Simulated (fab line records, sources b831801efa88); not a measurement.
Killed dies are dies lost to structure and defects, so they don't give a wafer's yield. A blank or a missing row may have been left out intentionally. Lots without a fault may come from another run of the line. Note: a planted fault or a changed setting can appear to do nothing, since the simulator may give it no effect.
The tool behind it: which one? ; flow gf180mcu ; 6 lots, 18 wafers sampled, at 3 steps of a route of 602

== WHAT EACH GAUGE READ, for each wafer ==
GF_PSD_TW_MEAS_11.
lot;measured;on;PSD_TW
L860;day 14 16:54;film-metro-04;3206 3212 3184
L864;day 15 20:40;film-metro-01;3248 3255 3252
L866;day 16 17:01;film-metro-02;30 30 30
L875;day 19 20:36;film-metro-04;3188 3176 3186
L877;day 20 15:01;film-metro-01;3252 3262 3245
L880;day 21 20:19;film-metro-02;3201 3229 3213

== EACH LOT AND THE TOOL THAT RAN IT (in order: tool; ch and the chambers of the sampled wafers; start) ==
lot;GF_NSD_STRIP_11;GF_PSD_STRIP_10
L860;plasma-asher-01 ch 0,1, day 13 20:08;plasma-asher-03 ch 0,1, day 14 16:48
L864;plasma-asher-04 ch 0,1, day 14 22:14;plasma-asher-02 ch 0,1, day 15 20:34
L866;plasma-asher-04 ch 0, day 15 18:25;plasma-asher-02 ch 1, day 16 16:54
L875;plasma-asher-02 ch 0,1, day 18 18:38;plasma-asher-03 ch 0,1, day 19 20:30
L877;plasma-asher-01 ch 0,1, day 19 14:04;plasma-asher-03 ch 0,1, day 20 14:54
L880;plasma-asher-04 ch 0,1, day 20 20:27;plasma-asher-02 ch 0,1, day 21 20:14
- GF_NSD_STRIP_11: strips in O2/N2.
- GF_PSD_STRIP_10: strips in O2/N2.

== THE ANSWER, worked out from the rows above alone ==
Rule: what is usual is taken from the lots themselves. Put in order of their means at a reading, lots are off if they are a third of the lots or fewer, leave a main group of 4 or more, and stand apart from it by a gap of 3 or more times the standard deviation of the main group's means; of several such gaps the widest counts. Not used: any main group whose means are identical at the precision the tables above print for the reading. A lot without any number at a reading at which 4 lots or more have one is off too. The other lots that the step has rows for count as sound.
Off: at GF_PSD_TW_MEAS_11 (PSD_TW), L866. For the main group the mean is 3221 and the standard deviation 28.
A tool fits if, at a process step before that reading, it ran every lot that is off, and no sound lot after the first of them. The gauges at GF_PSD_TW_MEAS_11 are tried like those tools. No candidate that was tried fits.

== WHAT WAS PUT IN BY THE SIMULATOR ==
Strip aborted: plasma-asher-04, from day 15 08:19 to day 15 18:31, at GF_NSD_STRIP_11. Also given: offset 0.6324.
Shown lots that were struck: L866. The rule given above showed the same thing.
